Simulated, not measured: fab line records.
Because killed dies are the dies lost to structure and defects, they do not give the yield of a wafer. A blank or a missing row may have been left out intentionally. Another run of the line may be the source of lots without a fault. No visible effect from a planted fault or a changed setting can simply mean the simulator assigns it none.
fab line records -- flow sky130
[record] lots = 6, wafers = 18, lastDay = 50
route steps=708 shown SONOS_ONO@180 GATE_OXIDE@187 PAD_OPEN@708
lots untouched by any fault: they come from a run of this same line in which no faults occurred
startH: the number of hours between the record's first day and the start of the first shown wafer of the lot -- waitH: hours from the lot's prior step to this one -- " identical to the entry in the row above -- L1.1+2: a single row standing in for several wafers -- - no value present, or no start provided -- * or withheld: withheld -- < > ~ a bound
route shown NAME@n: a module of which the file shows steps, and the number in the route of the first -- usual: mean and standard deviation over wafers with no fault -- same: alike in all rows -- chamber/n: place in a boat -- sites: the reading at each site -- _std_site: the values' standard deviation -- _edge_site: inner sites' mean taken away from outer sites' mean -- radiusMm: how far each site lies from the wafer's centre -- mask NAME#n: copy n -- behind: the last tool/chamber to shape the wafer -- hold: cause of the lot's hold/its duration in hours/its outcome -- device: which transistor (n, p or np) failed to switch -- end of line: at the end of the route, the tests of the same wafers -- for a step that has no rows: nothing shown but its recipe -- killed: the dies lost at the first sort to structure and to defects; this is not the yield of the wafer -- map: shows each die of a wafer: x if killed, . if not, _ if none is there
set.NAME: setting as actually run; set.NAME@STEP: the setting as run at that earlier step -- model.NAME: the simulator's own value behind a step, which no gauge read
a table for each step, a row for each wafer; lots at some steps of the route
services: a tool's chamber out of use, with start hour (startH, from the record's first day; less than 0 if before it), hours out, and reason
[[steps]]
[step SKY_SONOS_ONO_DEVELOP_12]
[recipe] developTimeS = 60, devTempC = 23
[step SKY_SONOS_ONO_CD_MEAS_13]
[recipe] targetCdNm = 410
[usual] cdNm = 409.7/2.3
lot.wafer,tool,chamber,startH,waitH,cdNm
L474.1,cdSem-01,-,305.33,0.1,408.0
L474.4,cdSem-01,-,305.33,0.1,408.6
L474.5,cdSem-01,-,305.33,0.1,408.7
L475.1,cdSem-01,-,310.64,0.1,410.1
L475.2,cdSem-01,-,310.64,0.1,412.2
L475.5,cdSem-01,-,310.64,0.1,411.1
L478.1,cdSem-02,-,341.29,0.1,408.1
L478.2,cdSem-02,-,341.29,0.1,410.5
L478.4,cdSem-02,-,341.29,0.1,409.2
L484.1,cdSem-01,-,381.84,0.1,410.7
L484.2,cdSem-01,-,381.84,0.1,406.6
L484.4,cdSem-01,-,381.84,0.1,408.4
L489.1,cdSem-02,-,424.14,0.1,412.6
L489.2,cdSem-02,-,424.14,0.1,413.3
L489.3,cdSem-02,-,424.14,0.1,411.5
L492.1,cdSem-02,-,453.09,0.1,410.4
L492.2,cdSem-02,-,453.09,0.1,411.1
L492.5,cdSem-02,-,453.09,0.1,409.9
[step SKY_SONOS_ONO_OVL_MEAS_14]
[usual] SONOS_ONO_OVL = 0.1/1.4
lot.wafer,tool,chamber,startH,waitH,SONOS_ONO_OVL[nm]
L474.1,overlay-01,-,305.45,0.1,-0.6
L474.4,overlay-01,-,305.45,0.1,-1.0
L474.5,overlay-01,-,305.45,0.1,-3.4
L475.1,overlay-02,-,310.76,0.1,1.9
L475.2,overlay-02,-,310.76,0.1,1.9
L475.5,overlay-02,-,310.76,0.1,2.2
L478.1,overlay-02,-,341.41,0.1,2.0
L478.2,overlay-02,-,341.41,0.1,1.6
L478.4,overlay-02,-,341.41,0.1,3.2
L484.1,overlay-02,-,381.96,0.1,-0.8
L484.2,overlay-02,-,381.96,0.1,0.0
L484.4,overlay-02,-,381.96,0.1,1.9
L489.1,overlay-01,-,424.26,0.1,1.9
L489.2,overlay-01,-,424.26,0.1,-0.6
L489.3,overlay-01,-,424.26,0.1,-0.1
L492.1,overlay-02,-,453.21,0.1,-1.4
L492.2,overlay-02,-,453.21,0.1,-1.0
L492.5,overlay-02,-,453.21,0.1,-1.3
[step SKY_SONOS_ONO_ETCH_15]
[recipe] targetDepthNm = 19.52, chemistry = CHF3/O2, sourceW = 600, biasW = 200, pressureMtorr = 40, chf3FlowSccm = 50, O2_flow_sccm = 5, timeS = 8.101
[usual] drypumpMotorCurrentA = 5.6/0.37, oesProductAu = 1.000/0.012, throttleValvePct = 8.825/0.01
lot.wafer,tool,chamber,startH,waitH,drypumpMotorCurrentA,oesProductAu,rfHoursCounterH,throttleValvePct
L474.1,rieDiel-02,2,305.49,0.0,6.0,1.013,16,8.837
L474.4,rieDiel-02,0,305.49,0.0,5.2,1.021,43,8.823
L474.5,rieDiel-02,1,305.49,0.0,5.5,1.029,-,8.849
L475.1,rieDiel-01,0,310.79,0.0,6.1,0.993,109,8.826
L475.2,rieDiel-01,2,310.79,0.0,5.8,0.986,3,8.814
L475.5,rieDiel-01,0,310.79,0.0,6.1,0.999,-,8.816
L478.1,rieDiel-01,2,341.44,0.0,5.8,0.988,4,8.837
L478.2,rieDiel-01,3,341.44,0.0,5.0,0.997,1,8.831
L478.4,rieDiel-01,1,341.44,0.0,5.7,0.989,79,8.802
L484.1,rieDiel-04,0,381.99,0.0,5.3,0.993,76,8.827
L484.2,rieDiel-04,2,381.99,0.0,5.2,1.018,74,8.844
L484.4,rieDiel-04,3,381.99,0.0,6.0,0.985,68,8.843
L489.1,rieDiel-04,1,424.29,0.0,5.7,0.988,63,8.832
L489.2,rieDiel-04,2,424.29,0.0,5.3,1.013,75,8.830
L489.3,rieDiel-04,3,424.29,0.0,6.0,0.984,68,8.810
L492.1,rieDiel-01,3,453.24,0.0,4.9,1.006,3,8.847
L492.2,rieDiel-01,2,453.24,0.0,5.8,0.997,6,8.815
L492.5,rieDiel-01,3,453.24,0.0,4.9,1.005,-,8.823
[step SKY_SONOS_ONO_WET_ETCH_16]
[recipe] chemistry = dHF, targetDepthNm = 14, dry = n2Spin, target = SiO2, dilution = 100:1, tempC = 25, timeS = 280
[step SKY_SONOS_ONO_STRIP_17]
[recipe] chemistry = O2/N2, powerW = 1400, pressureMtorr = 1500, platenTempC = withheld, o2FlowSccm = 3000, n2FlowSccm = 300, overashFraction = 0.5
[usual] drypumpMotorCurrentA = 5.8/0.32, oesProductAu = 0.710/0.0053, stripTimeToEndpointS = 14.09/0.036
[same] overashFraction = 0.5
lot.wafer,tool,chamber,startH,waitH,drypumpMotorCurrentA,oesProductAu,rfHoursCounterH,stripTimeToEndpointS
L474.1,plasmaAsher-01,0,305.60,0.0,5.5,0.711,19,14.10
L474.4,plasmaAsher-01,0,305.60,0.0,5.5,0.709,-,14.09
L474.5,plasmaAsher-01,1,305.60,0.0,6.1,0.713,-,14.07
L475.1,plasmaAsher-02,0,310.90,0.0,5.6,0.706,63,14.05
L475.2,plasmaAsher-02,1,310.90,0.0,5.9,0.714,63,14.03
L475.5,plasmaAsher-02,0,310.90,0.0,5.6,0.708,-,14.02
L478.1,plasmaAsher-01,1,341.55,0.0,6.1,0.712,22,14.01
L478.2,plasmaAsher-01,0,341.55,0.0,5.5,0.713,22,14.04
L478.4,plasmaAsher-01,1,341.55,0.0,6.1,0.714,-,14.03
L484.1,plasmaAsher-02,1,382.10,0.0,5.9,0.709,70,14.09
L484.2,plasmaAsher-02,0,382.10,0.0,5.5,0.702,70,14.09
L484.4,plasmaAsher-02,0,382.10,0.0,5.5,0.715,-,14.12
L489.1,plasmaAsher-03,1,424.41,0.0,6.3,0.707,61,14.13
L489.2,plasmaAsher-03,0,424.41,0.0,5.2,0.712,61,14.13
L489.3,plasmaAsher-03,1,424.41,0.0,6.3,0.708,-,14.09
L492.1,plasmaAsher-03,0,453.35,0.0,5.2,0.708,64,14.08
L492.2,plasmaAsher-03,1,453.35,0.0,6.3,0.708,64,14.08
L492.5,plasmaAsher-03,1,453.35,0.0,6.3,0.712,-,14.07
[step SKY_SONOS_ONO_WET_ETCH_18]
[recipe] chemistry = H3PO4, targetDepthNm = 15, target = Si3N4, tempC = 160, timeS = 172
[step SKY_GATE_OXIDE_CLEAN_00]
[recipe] chemistry = SC1/SC2, mix = 1:4:20, tempC = 70, timeS = 150, dry = n2Spin
[step SKY_GATE_OXIDE_OXIDATION_01]
[recipe] tempC = 900, ambient = O2, stabiliseS = 600, purgeS = 300, targetThkA = 102.68, oxTimeS = 1473
[step SKY_GATE_OXIDE_THK_MEAS_02]
[recipe] reads = SiO2_of_GATE_OXIDE_OXIDATION_01
[usual] GATE_OXIDE_OXIDATION_00_THK = 10.25/0.18
lot.wafer,tool,chamber,startH,waitH,GATE_OXIDE_OXIDATION_00_THK[nm]
L474.1,filmMetro-04,-,307.84,0.0,10.45
L474.4,filmMetro-04,-,307.84,0.0,10.41
L474.5,filmMetro-04,-,307.84,0.0,10.60
L475.1,filmMetro-01,-,314.08,0.0,10.09
L475.2,filmMetro-01,-,314.08,0.0,9.85
L475.5,filmMetro-01,-,314.08,0.0,10.24
L478.1,filmMetro-02,-,344.77,0.0,10.44
L478.2,filmMetro-02,-,344.77,0.0,10.33
L478.4,filmMetro-02,-,344.77,0.0,10.29
L484.1,filmMetro-04,-,385.52,0.0,10.40
L484.2,filmMetro-04,-,385.52,0.0,10.27
L484.4,filmMetro-04,-,385.52,0.0,10.23
L489.1,filmMetro-04,-,426.31,0.0,10.38
L489.2,filmMetro-04,-,426.31,0.0,10.47
L489.3,filmMetro-04,-,426.31,0.0,10.58
L492.1,filmMetro-02,-,455.88,0.0,9.98
L492.2,filmMetro-02,-,455.88,0.0,10.18
L492.5,filmMetro-02,-,455.88,0.0,10.20
[step SKY_GATE_OXIDE_DEHYDRATE_03]
[recipe] tempC = 200, timeS = 60
[step SKY_GATE_OXIDE_HMDS_04]
[recipe] primeTimeS = 60, primeTempC = 120
[step SKY_GATE_OXIDE_COAT_05]
[recipe] resist = NOVOLAK, spinRpm = 3000, resistThkNm = 1140
[usual] dispensePressureKPa = 53.6/2.4, resistLineTempC = 23.02/0.11
lot.wafer,tool,chamber,startH,waitH,dispensePressureKPa,resistLineTempC,model.NOVOLAK_of_GATE_OXIDE_COAT_05.thkNm
L474.1,lithoTrack-01,0,321.18,0.1,54.8,22.88,597.1
L474.4,lithoTrack-01,0,321.18,0.1,54.8,22.88,596
L474.5,lithoTrack-01,0,321.18,0.1,54.8,22.83,597.7
L475.1,lithoTrack-01,0,326.83,0.1,54.8,23.03,596.4
L475.2,lithoTrack-01,0,326.83,0.1,54.8,23.09,597.9
L475.5,lithoTrack-01,0,326.83,0.1,54.9,23.08,596.7
L478.1,lithoTrack-04,0,358.13,0.1,55.3,23.10,1140
L478.2,lithoTrack-04,0,358.13,0.1,55.3,23.09,1139
L478.4,lithoTrack-04,0,358.13,0.1,55.3,23.25,1142
L484.1,lithoTrack-04,0,399.33,0.1,55.3,23.06,1144
L484.2,lithoTrack-04,0,399.33,0.1,55.3,22.92,1144
L484.4,lithoTrack-04,0,399.33,0.1,55.3,22.99,1138
L489.1,lithoTrack-01,0,441.37,0.1,54.8,23.08,1138
L489.2,lithoTrack-01,0,441.37,0.1,54.8,22.92,1136
L489.3,lithoTrack-01,0,441.37,0.1,54.8,23.05,1137
L492.1,lithoTrack-01,0,470.47,0.1,54.9,23.13,1144
L492.2,lithoTrack-01,0,470.47,0.1,54.9,23.06,1138
L492.5,lithoTrack-01,0,470.47,0.1,54.9,23.17,1142
[step SKY_GATE_OXIDE_SOFTBAKE_06]
[recipe] tempC = 90, timeS = 58.68, resist = NOVOLAK
[step SKY_GATE_OXIDE_EXPOSE_07]
[recipe] maskId = LVOM, na = 0.6, sourceShape = conventional, sigmaOuter = 0.6, polarization = unpolarized, targetCdNm = 600, doseMj = 170
[step SKY_GATE_OXIDE_PEB_08]
[recipe] tempC = withheld, timeS = *, resist = NOVOLAK
[step SKY_GATE_OXIDE_DEVELOP_09]
[recipe] resist = NOVOLAK, developer = TMAH, developTimeS = 60, devTempC = 23
[usual] developerTempC = 22.98/0.1, resistLineTempC = 23.02/0.11
[same] developTimeS = 60
lot.wafer,tool,chamber,startH,waitH,developerTempC,resistLineTempC,model.NOVOLAK_of_GATE_OXIDE_COAT_05.thkNm
L474.1,lithoTrack-01,0,334.83,0.1,22.96,22.97,596.9
L474.4,lithoTrack-01,0,334.83,0.1,22.86,22.94,595.8
L474.5,lithoTrack-01,0,334.83,0.1,23.05,23.07,597.5
L475.1,lithoTrack-02,0,340.09,0.1,22.96,23.18,596.2
L475.2,lithoTrack-02,0,340.09,0.1,23.00,23.09,597.7
L475.5,lithoTrack-02,0,340.09,0.1,22.88,23.08,596.5
L478.1,lithoTrack-04,0,372.08,0.1,22.94,23.07,1140
L478.2,lithoTrack-04,0,372.08,0.1,23.10,22.85,1139
L478.4,lithoTrack-04,0,372.08,0.1,23.22,22.89,1142
L484.1,lithoTrack-04,0,414.23,0.1,22.81,22.82,1144
L484.2,lithoTrack-04,0,414.23,0.1,22.98,22.89,1144
L484.4,lithoTrack-04,0,414.23,0.1,22.98,23.03,1138
L489.1,lithoTrack-02,0,457.39,0.1,23.03,22.85,1138
L489.2,lithoTrack-02,0,457.39,0.1,23.04,22.85,1136
L489.3,lithoTrack-02,0,457.39,0.1,22.87,22.81,1137
L492.1,lithoTrack-01,0,485.52,0.1,22.88,22.99,1144
L492.2,lithoTrack-01,0,485.52,0.1,23.08,23.00,1138
L492.5,lithoTrack-01,0,485.52,0.1,22.79,23.08,1143
[step SKY_GATE_OXIDE_OVL_MEAS_10]
[usual] GATE_OXIDE_OVL = 0.8/1.4
lot.wafer,tool,chamber,startH,waitH,GATE_OXIDE_OVL[nm]
L474.1,overlay-01,-,334.98,0.1,-0.6
L474.4,overlay-01,-,334.98,0.1,0.5
L474.5,overlay-01,-,334.98,0.1,1.5
L475.1,overlay-02,-,340.24,0.1,-0.9
L475.2,overlay-02,-,340.24,0.1,0.7
L475.5,overlay-02,-,340.24,0.1,-0.7
L478.1,overlay-02,-,372.23,0.1,2.2
L478.2,overlay-02,-,372.23,0.1,1.3
L478.4,overlay-02,-,372.23,0.1,0.8
L484.1,overlay-01,-,414.38,0.1,0.6
L484.2,overlay-01,-,414.38,0.1,3.0
L484.4,overlay-01,-,414.38,0.1,-0.4
L489.1,overlay-02,-,457.54,0.1,2.1
L489.2,overlay-02,-,457.54,0.1,0.6
L489.3,overlay-02,-,457.54,0.1,2.7
L492.1,overlay-01,-,485.67,0.1,0.6
L492.2,overlay-01,-,485.67,0.1,-1.1
L492.5,overlay-01,-,485.67,0.1,-0.2
[step SKY_GATE_OXIDE_IMPLANT_11]
[recipe] species = B, energyKev = 10, doseCm2 = 2.6e+12, tiltDeg = withheld
[step SKY_GATE_OXIDE_WET_ETCH_12]
[recipe] chemistry = dHF, targetDepthNm = 16.8, dry = n2Spin, target = SiO2, dilution = 100:1, tempC = 25, timeS = 336
[step SKY_GATE_OXIDE_STRIP_13]
[recipe] chemistry = O2/N2, powerW = 1400, pressureMtorr = 1500, platenTempC = withheld, o2FlowSccm = 3000, n2FlowSccm = 300, overashFraction = 0.5
[usual] drypumpMotorCurrentA = 6.1/0.5, oesProductAu = 0.716/0.0044, stripTimeToEndpointS = 14.19/0.039
[same] overashFraction = 0.5
lot.wafer,tool,chamber,startH,waitH,drypumpMotorCurrentA,oesProductAu,rfHoursCounterH,stripTimeToEndpointS
L474.1,plasmaAsher-01,1,335.27,0.0,6.2,0.557,22,7.87
L474.4,plasmaAsher-01,0,335.27,0.0,5.5,0.563,-,7.83
L474.5,plasmaAsher-01,1,335.27,0.0,6.1,0.558,-,7.86
L475.1,plasmaAsher-03,1,340.54,0.0,6.3,0.557,53,7.85
L475.2,plasmaAsher-03,0,340.54,0.0,5.2,0.554,53,7.88
L475.5,plasmaAsher-03,0,340.54,0.0,5.2,0.562,-,7.85
L478.1,plasmaAsher-01,0,372.52,0.0,5.5,0.717,26,14.17
L478.2,plasmaAsher-01,1,372.52,0.0,6.2,0.709,26,14.18
L478.4,plasmaAsher-01,1,372.52,0.0,6.1,0.719,-,14.22
L484.1,plasmaAsher-03,0,414.68,0.0,5.2,0.717,60,14.21
L484.2,plasmaAsher-03,1,414.68,0.0,6.3,0.712,60,14.24
L484.4,plasmaAsher-03,0,414.68,0.0,5.2,0.713,-,14.16
L489.1,plasmaAsher-04,1,457.83,0.0,6.7,0.709,77,14.15
L489.2,plasmaAsher-04,0,457.83,0.0,6.2,0.715,77,14.14
L489.3,plasmaAsher-04,1,457.83,0.0,6.7,0.718,-,14.15
L492.1,plasmaAsher-03,1,486.18,0.0,6.3,0.715,67,14.22
L492.2,plasmaAsher-03,0,486.18,0.0,5.2,0.719,67,14.15
L492.5,plasmaAsher-03,1,486.18,0.0,6.3,0.715,-,14.22
[step SKY_GATE_OXIDE_TW_MEAS_14]
[usual] GATE_OXIDE_TW = 225.3/0.97
lot.wafer,tool,chamber,startH,waitH,GATE_OXIDE_TW
L474.1,filmMetro-01,-,335.37,0.1,224.5
L474.4,filmMetro-01,-,335.37,0.1,224.9
L474.5,filmMetro-01,-,335.37,0.1,225.9
L475.1,filmMetro-01,-,340.64,0.1,224.1
L475.2,filmMetro-01,-,340.64,0.1,224.9
L475.5,filmMetro-01,-,340.64,0.1,224.3
L478.1,filmMetro-04,-,372.62,0.1,226.9
L478.2,filmMetro-04,-,372.62,0.1,226.2
L478.4,filmMetro-04,-,372.62,0.1,226.3
L484.1,filmMetro-01,-,414.78,0.1,225.2
L484.2,filmMetro-01,-,414.78,0.1,225.9
L484.4,filmMetro-01,-,414.78,0.1,226.3
L489.1,filmMetro-04,-,457.93,0.1,225.4
L489.2,filmMetro-04,-,457.93,0.1,225.3
L489.3,filmMetro-04,-,457.93,0.1,226.8
L492.1,filmMetro-02,-,486.28,0.1,224.8
L492.2,filmMetro-02,-,486.28,0.1,225.4
L492.5,filmMetro-02,-,486.28,0.1,224.7
[step SKY_PAD_OPEN_PROBE_99]
[usual] killed_at_M0_to_M3 = 43/7.7, killed_at_M4_up = 2.9/1.7, killedAtContacts = 24/5.5, killedAtFrontEnd = 15/4, killedAtOther = 0.4/0.66, killedDies = 86/9.4, killedOnRim = 17/3.5, killedOpen = 47/6.7, killedShort = 38/6.2
[same] grossDies = 492, killedAtBackSide = 0
lot.wafer,tool,chamber,startH,waitH,killed_at_M0_to_M3,killed_at_M4_up,killedAtContacts,killedAtFrontEnd,killedAtOther,killedDies,killedOnRim,killedOpen,killedShort
L474.1,prober-01,-,1094.45,0.1,43,5,37,17,1,103,23,48,54
L474.4,prober-01,-,1094.60,0.2,33,4,23,17,0,77,15,41,36
L474.5,prober-01,-,1094.65,0.2,41,2,15,14,0,72,18,40,31
L475.1,prober-02,-,1096.15,0.1,50,0,25,21,0,96,21,38,57
L475.2,prober-02,-,1096.20,0.1,47,2,27,15,0,91,19,46,44
L475.5,prober-02,-,1096.35,0.2,44,2,30,16,0,92,16,53,38
L478.1,prober-01,-,1130.45,0.1,51,5,28,12,1,97,17,54,40
L478.2,prober-01,-,1130.50,0.1,42,2,24,18,0,86,18,48,33
L478.4,prober-01,-,1130.60,0.2,56,6,24,17,1,104,15,47,55
L484.1,prober-01,-,1150.42,0.1,43,4,29,15,0,91,16,43,48
L484.2,prober-01,-,1150.47,0.1,54,3,16,14,0,87,14,44,43
L484.4,prober-01,-,1150.57,0.2,43,3,20,10,0,76,17,42,34
L489.1,prober-02,-,1172.45,0.1,43,1,29,13,0,86,22,48,38
L489.2,prober-02,-,1172.50,0.1,48,2,21,10,1,82,6,46,35
L489.3,prober-02,-,1172.55,0.2,60,1,15,12,2,90,14,45,44
L492.1,prober-01,-,1188.46,0.1,37,3,17,11,0,68,10,26,42
L492.2,prober-01,-,1188.51,0.1,47,3,21,11,0,82,16,41,41
L492.5,prober-01,-,1188.66,0.2,29,1,18,17,0,65,10,37,28
// killed by level:class
L474.1 CONTACT:geometricParticle:open=14 METAL2:geometricParticle:short=9 LI_CONTACT:geometricParticle:open=9 VIA1:geometricParticle:open=9 METAL1:geometricParticle:short=8 CONTACT:geometricParticle:short=7 VIA3:geometricParticle:short=5 METAL4:geometricParticle:short=5
L474.4 CONTACT:geometricParticle:open=10 METAL1:geometricParticle:short=8 FIELD_ISO:geometricParticle:short=6 LI_CONTACT:geometricParticle:open=6 VIA1:geometricParticle:open=5 VIA3:geometricParticle:open=5 POLY_GATE:geometricParticle:open=4 LI_CONTACT:geometricParticle:short=3
L474.5 VIA1:geometricParticle:open=9 LI_CONTACT:geometricParticle:open=6 VIA1:geometricParticle:short=6 VIA3:geometricParticle:open=6 FIELD_ISO:geometricParticle:open=4 CONTACT:geometricParticle:open=4 VIA2:geometricParticle:open=4 METAL3:geometricParticle:short=4
L475.1 METAL1:geometricParticle:short=9 LI_CONTACT:geometricParticle:open=8 VIA2:geometricParticle:open=8 CONTACT:geometricParticle:short=7 VIA1:geometricParticle:open=7 METAL2:geometricParticle:short=7 FIELD_ISO:geometricParticle:short=6 POLY_GATE:geometricParticle:short=6
L475.2 LI_CONTACT:geometricParticle:open=12 METAL1:geometricParticle:short=9 VIA1:geometricParticle:open=8 FIELD_ISO:geometricParticle:short=6 CONTACT:geometricParticle:open=6 METAL2:geometricParticle:short=6 VIA1:geometricParticle:short=5 VIA2:geometricParticle:open=5
L475.5 LI_CONTACT:geometricParticle:open=10 VIA2:geometricParticle:open=10 CONTACT:geometricParticle:open=9 VIA1:geometricParticle:open=8 VIA3:geometricParticle:open=5 CONTACT:geometricParticle:short=5 METAL1:geometricParticle:short=5 POLY_GATE:geometricParticle:open=4
L478.1 CONTACT:geometricParticle:open=13 VIA1:geometricParticle:open=12 VIA1:geometricParticle:short=11 LI_CONTACT:geometricParticle:open=7 FIELD_ISO:geometricParticle:open=6 VIA2:geometricParticle:open=6 LI_CONTACT:geometricParticle:short=5 METAL2:geometricParticle:short=4
L478.2 CONTACT:geometricParticle:open=11 VIA1:geometricParticle:open=10 FIELD_ISO:geometricParticle:open=7 METAL1:geometricParticle:short=7 LI_CONTACT:geometricParticle:open=5 VIA2:geometricParticle:open=5 LI_CONTACT:geometricParticle:short=4 VIA1:geometricParticle:short=4
L478.4 VIA1:geometricParticle:open=13 VIA1:geometricParticle:short=11 FIELD_ISO:geometricParticle:short=9 LI_CONTACT:geometricParticle:open=7 METAL2:geometricParticle:short=7 CONTACT:geometricParticle:open=6 VIA3:geometricParticle:open=6 FIELD_ISO:geometricParticle:open=5
L484.1 VIA3:geometricParticle:open=10 CONTACT:geometricParticle:short=8 VIA1:geometricParticle:open=8 CONTACT:geometricParticle:open=7 LOCAL_INTERCONNECT:geometricParticle:short=6 POLY_GATE:geometricParticle:short=5 LI_CONTACT:geometricParticle:open=4 VIA1:geometricParticle:short=4
L484.2 VIA1:geometricParticle:open=14 VIA3:geometricParticle:open=9 VIA3:geometricParticle:short=8 POLY_GATE:geometricParticle:short=5 CONTACT:geometricParticle:short=5 METAL1:geometricParticle:short=5 LI_CONTACT:geometricParticle:open=4 CONTACT:geometricParticle:open=4
L484.4 CONTACT:geometricParticle:open=11 VIA1:geometricParticle:open=10 VIA2:geometricParticle:open=8 METAL1:geometricParticle:short=5 VIA3:geometricParticle:open=5 VIA1:geometricParticle:short=5 CONTACT:geometricParticle:short=4 FIELD_ISO:geometricParticle:short=3
L489.1 VIA1:geometricParticle:open=14 LI_CONTACT:geometricParticle:open=10 CONTACT:geometricParticle:short=8 CONTACT:geometricParticle:open=6 VIA2:geometricParticle:open=6 FIELD_ISO:geometricParticle:open=5 METAL2:geometricParticle:short=5 POLY_GATE:geometricParticle:short=4
L489.2 VIA1:geometricParticle:open=16 VIA1:geometricParticle:short=7 LI_CONTACT:geometricParticle:open=6 CONTACT:geometricParticle:open=6 METAL1:geometricParticle:short=5 METAL2:geometricParticle:short=5 VIA2:geometricParticle:open=4 VIA3:geometricParticle:short=4
L489.3 VIA2:geometricParticle:open=10 METAL2:geometricParticle:short=8 VIA3:geometricParticle:open=7 METAL1:geometricParticle:short=7 VIA1:geometricParticle:short=6 CONTACT:geometricParticle:open=6 VIA1:geometricParticle:open=6 POLY_GATE:geometricParticle:short=5
L492.1 METAL2:geometricParticle:short=7 VIA2:geometricParticle:open=6 VIA1:geometricParticle:short=5 CONTACT:geometricParticle:open=5 POLY_GATE:geometricParticle:short=4 LI_CONTACT:geometricParticle:open=4 CONTACT:geometricParticle:short=4 VIA2:geometricParticle:short=4
L492.2 VIA3:geometricParticle:open=10 VIA1:geometricParticle:open=9 CONTACT:geometricParticle:open=7 LI_CONTACT:geometricParticle:open=5 LOCAL_INTERCONNECT:geometricParticle:short=5 METAL1:geometricParticle:short=5 VIA3:geometricParticle:short=5 FIELD_ISO:geometricParticle:open=4
L492.5 CONTACT:geometricParticle:open=7 LOCAL_INTERCONNECT:geometricParticle:short=6 VIA1:geometricParticle:open=6 VIA3:geometricParticle:open=6 FIELD_ISO:geometricParticle:open=5 METAL2:geometricParticle:short=5 VIA2:geometricParticle:open=4 FIELD_ISO:geometricParticle:short=3
[[services]]
tool,chamber,startH,hours,kind
plasmaAsher-02,-,282.24,3.0,repair
plasmaAsher-03,-,285.98,6.6,repair
rieDiel-01,1,301.70,4.4,repair
rieDiel-02,3,308.32,2.8,repair
plasmaAsher-03,-,352.82,8.9,repair
rieDiel-02,2,360.90,2.2,repair
plasmaAsher-03,-,364.48,7.3,repair
rieDiel-01,0,381.96,5.3,repair
plasmaAsher-04,-,384.16,4.2,repair
plasmaAsher-02,-,385.04,21.0,repair
rieDiel-01,0,387.29,-,clean
rieDiel-01,0,387.29,23.5,scheduledDown
rieDiel-01,0,387.29,23.5,ventCycle
rieDiel-04,-,389.13,14.6,pm
rieDiel-01,1,389.61,6.0,repair
rieDiel-01,3,390.66,3.3,repair
plasmaAsher-02,-,421.25,9.0,pm
plasmaAsher-02,0,421.25,9.0,ventCycle
plasmaAsher-02,1,421.25,9.0,ventCycle
plasmaAsher-02,0,430.25,-,clean
plasmaAsher-02,1,430.25,-,clean
plasmaAsher-01,-,458.78,8.1,repair
plasmaAsher-03,-,475.92,3.0,repair
rieDiel-01,0,485.38,13.9,repair
[[key]]
[firstSign] step = SKY_GATE_OXIDE_STRIP_13, reading = stripTimeToEndpointS, direction = down, sigmas = 99+, usual = *, struck = *
[effect] step = SKY_GATE_OXIDE_STRIP_13, reading = oesProductAu, direction = down, sigmas = 36, usual = 0.716, struck = 0.558
[modelEffect] step = SKY_GATE_OXIDE_COAT_05, value = NOVOLAK_of_GATE_OXIDE_COAT_05.thkNm, without = 1137, struck = 597
[modelEffect] step = SKY_GATE_OXIDE_DEVELOP_09, value = NOVOLAK_of_GATE_OXIDE_COAT_05.thkNm, without = 1137, struck = 596.8
metAt SKY_GATE_OXIDE_COAT_05
struckWafers L474.1,L474.4,L474.5,L475.1,L475.2,L475.5
testerLeftOut L474,L475
[fault] kind = processParameterDrift, tool = lithoTrack-01, chamber = -, onsetH = 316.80, steps = SKY_GATE_OXIDE_COAT_05, channel = resistThkNm, offset = -541.68, shape = step, endH = 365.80, actsIn = theseRecipesOnly, stated = 1140
// testerLeftOut: of these lots the tester's yield and bins aren't shown, on N5 and GAA mostly nor the transistor test; their killed dies are dies lost to structure and defects alone, not to doping, threshold or leakage, so they don't give the yield
